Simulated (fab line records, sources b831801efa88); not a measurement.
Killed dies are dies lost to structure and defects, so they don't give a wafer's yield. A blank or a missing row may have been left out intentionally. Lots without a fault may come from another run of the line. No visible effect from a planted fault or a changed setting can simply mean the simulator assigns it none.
Comparing a struck lot with a sound one    flow sky130    15 out of 708 route steps
Sound: these wafers, L942.2, L942.3, L942.6. Struck: wafer L935.3 (left out: L935.4, L935.6 of the same lot, which were not struck); the cause appears at the end.
Per side, at each step with rows, come the tool, then ch with its chambers, and then its first start. Under that, the readings that differ: sound wafers    struck wafers    difference of the means    sigmas: that difference in standard deviations of wafers without a fault.
alike: readings with means less than 2 such deviations apart, plus words and numbers identical on both sides. not compared: withheld readings, readings lacking a value on some wafer, bounds such as >300 that could conceal the same value, and numbers that have no deviation in the record and whose values overlap.
The two part at a step that has a row with sigmas, a row that says differs or no value, or rows on one side only. Non-overlapping numbers with no deviation appear without sigmas and do not part them. Lack of a reading on every wafer of one side parts them only where that side has two or more wafers.

SKY_CAP2M_SPUTTER_02: material TiN, target thk 200 nm, time 166.7 s.
  struck on pvdSputter-04, day 44 05:31; sound on pvdSputter-01, day 46 03:17
  alike: susceptorTempC, throttleValvePct
SKY_CAP2M_RS_MEAS_03: measures by four-point-probe.
  struck on filmMetro-03, day 44 05:40; sound on filmMetro-04, day 46 03:25
  alike: CAP2M_TIN_RS
SKY_CAP2M_THK_MEAS_04: measures by xrf.
  struck on filmMetro-03, day 44 05:46; sound on filmMetro-04, day 46 03:31
  alike: CAP2M_TIN_THK
then, 7 steps without rows for these wafers: SKY_CAP2M_DEHYDRATE_05 (time 60 s); SKY_CAP2M_HMDS_06 (prime time 60 s); SKY_CAP2M_COAT_07 (resist thk 1140 nm); SKY_CAP2M_SOFTBAKE_08 (time 60 s); SKY_CAP2M_EXPOSE_09 (exposes mask CAP2M, target cd 1000 nm); SKY_CAP2M_PEB_10; SKY_CAP2M_DEVELOP_11 (develop time 60 s).
SKY_CAP2M_OVL_MEAS_12:
  struck on overlay-02, day 45 03:56; sound on overlay-02, day 46 23:41
  alike: CAP2M_OVL
SKY_CAP2M_METAL_ETCH_13: etches TiN in Cl2/BCl3, stops on SiO2, target depth 220 nm, time 62.9 s.
  sound on rieMetal-04 ch 0,1, day 46 23:43; struck on rieMetal-03 ch 0, day 45 03:59
  alike: drypumpMotorCurrentA, heBacksideLeakSccm, oesProductAu, throttleValvePct
  not compared: rfHoursCounterH
SKY_CAP2M_STRIP_14: strips in O2/N2.
  sound on plasmaAsher-02 ch 0,1, day 46 23:47; struck on plasmaAsher-01 ch 1, day 45 04:04
reading                   sound              struck  difference  sigmas
o2FlowSccm (sccm)         3007 2997 2991     2409    -589        -64
oesProductAu (a.u.)       0.709 0.712 0.717  0.699   -0.014      -3
stripTimeToEndpointS (s)  12.70 12.66 12.68  12.82   +0.14       +4
  alike: drypumpMotorCurrentA
  not compared: rfHoursCounterH
then, 1 step without rows for these wafers: SKY_CAP2M_STRIP_15 (strips in post etch residue remover, time 1200 s).
-- the record jumps here: 4 days lie between the struck wafers' starts before and after (it left off in module CAP2M and takes up again in module PAD_OPEN, whose first step shown is number 708 of the route) --
SKY_PAD_OPEN_PROBE_99:
  struck on prober-02, day 49 14:22; sound on prober-01, day 51 01:44
reading                  sound          struck  difference  sigmas
killed_at_M0_to_M3       44 57 47       36      -13         -2
killedOnRim              15 24 16       11      -7          -2
sort_bin_5_function (%)  9.8 11.0 11.4  7.9     -2.8        -2
  alike: defectLimitedYield, killed_at_M4_up, killedAtContacts, killedAtFrontEnd, killedAtOther, killedDies, killedOpen, killedShort, sort_bin_3_pad_short, sort_bin_6_memory, sortNPass, sortYieldPct

## WHERE THEY PART
Last at SKY_PAD_OPEN_PROBE_99 as far as this record goes, first at SKY_CAP2M_STRIP_14.

WHY: whatever the simulator had introduced
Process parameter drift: plasmaAsher-01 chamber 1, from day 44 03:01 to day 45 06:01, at SKY_CAP2M_STRIP_14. Setting o2FlowSccm shifted by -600 from 3000. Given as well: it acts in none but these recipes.
